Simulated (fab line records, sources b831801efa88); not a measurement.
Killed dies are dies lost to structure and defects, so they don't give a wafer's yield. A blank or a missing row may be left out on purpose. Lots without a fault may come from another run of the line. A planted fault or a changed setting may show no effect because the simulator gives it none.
Chamber matching | flow sky130 | SKY_LI_CONTACT_ETCH_14 on rie_diel-04: 4 sister chambers
The step etches BARC in N2/H2, stops on SiO2, time 45.9 s, target depth 60 nm. 18 wafers are shown with their chamber, then 9 later ones without.

WAFERS WITH THEIR CHAMBER
wafer  | chamber | drypump_motor_current_A (A) | throttle_valve_pct (%) | oes_product_au (a.u.)
L074.1 | 3       | 4.8                         | 13.219                 | 0.851
L074.4 | 0       | 5.2                         | 13.221                 | 0.857
L074.5 | 2       | 5.5                         | 13.235                 | 0.851
L075.2 | 2       | 5.5                         | 13.218                 | 0.857
L075.3 | 1       | 5.3                         | 13.232                 | 0.857
L075.6 | 1       | 5.3                         | 13.229                 | 0.860
L076.1 | 2       | 5.5                         | 13.221                 | 0.850
L076.2 | 3       | 4.8                         | 13.216                 | 0.853
L076.3 | 1       | 5.3                         | 13.237                 | 0.850
L079.2 | 0       | 5.3                         | 13.222                 | 0.853
L079.3 | 2       | 5.5                         | 13.220                 | 0.862
L079.6 | 0       | 5.2                         | 13.224                 | 0.864
L083.1 | 0       | 5.2                         | 13.229                 | 0.843
L083.4 | 3       | 4.7                         | 13.233                 | 0.845
L083.6 | 1       | 5.3                         | 13.226                 | 0.853
L086.1 | 0       | 5.1                         | 13.213                 | 0.855
L086.3 | 1       | 5.3                         | 13.223                 | 0.852
L086.5 | 3       | 4.7                         | 13.222                 | 0.850

SIGNATURES (means of the wafers above)
reading                 | chamber 0 | chamber 1 | chamber 2 | chamber 3 | scatter within a chamber
drypump_motor_current_A | 5.200     | 5.300     | 5.500     | 4.750     | 0.0463
throttle_valve_pct      | 13.22180  | 13.22940  | 13.22350  | 13.22250  | 0.00654
oes_product_au          | 0.85440   | 0.85440   | 0.85500   | 0.84975   | 0.00551
Rule: a wafer's distance from a chamber is the root of the sum, over the readings, of the square of ((its reading less the chamber's mean) divided by the reading's scatter). The wafer belongs to the nearest chamber; if the next one is less than 2 further off, it can't be placed. The scatter: the root of (the sum of the squares of (reading less its chamber's mean) over the shown wafers, divided by (wafers less chambers)).

WAFERS WITHOUT THEIR CHAMBER
wafer  | drypump_motor_current_A (A) | throttle_valve_pct (%) | oes_product_au (a.u.)
L090.1 | 4.7                         | 13.218                 | 0.857
L090.2 | 5.2                         | 13.239                 | 0.859
L090.6 | 5.2                         | 13.232                 | 0.853
L091.1 | 5.2                         | 13.226                 | 0.848
L091.3 | 4.7                         | 13.232                 | 0.864
L091.6 | 5.5                         | 13.233                 | 0.856
L092.1 | 5.4                         | 13.221                 | 0.855
L092.2 | 5.2                         | 13.222                 | 0.851
L092.6 | 5.5                         | 13.225                 | 0.851

WHICH CHAMBER EACH WENT THROUGH
wafer  | from the rows above     | in truth
L090.1 | 3                       | 3
L090.2 | can't be placed: 1 or 0 | 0
L090.6 | can't be placed: 0 or 1 | 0
L091.1 | can't be placed: 0 or 1 | 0
L091.3 | 3                       | 3
L091.6 | 2                       | 2
L092.1 | can't be placed: 2 or 1 | 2
L092.2 | can't be placed: 0 or 1 | 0
L092.6 | 2                       | 2
Placed correctly: 4 of 9. Can't be placed from these rows: 5 (the true chamber is among the candidates in 5). Placed wrongly: 0.
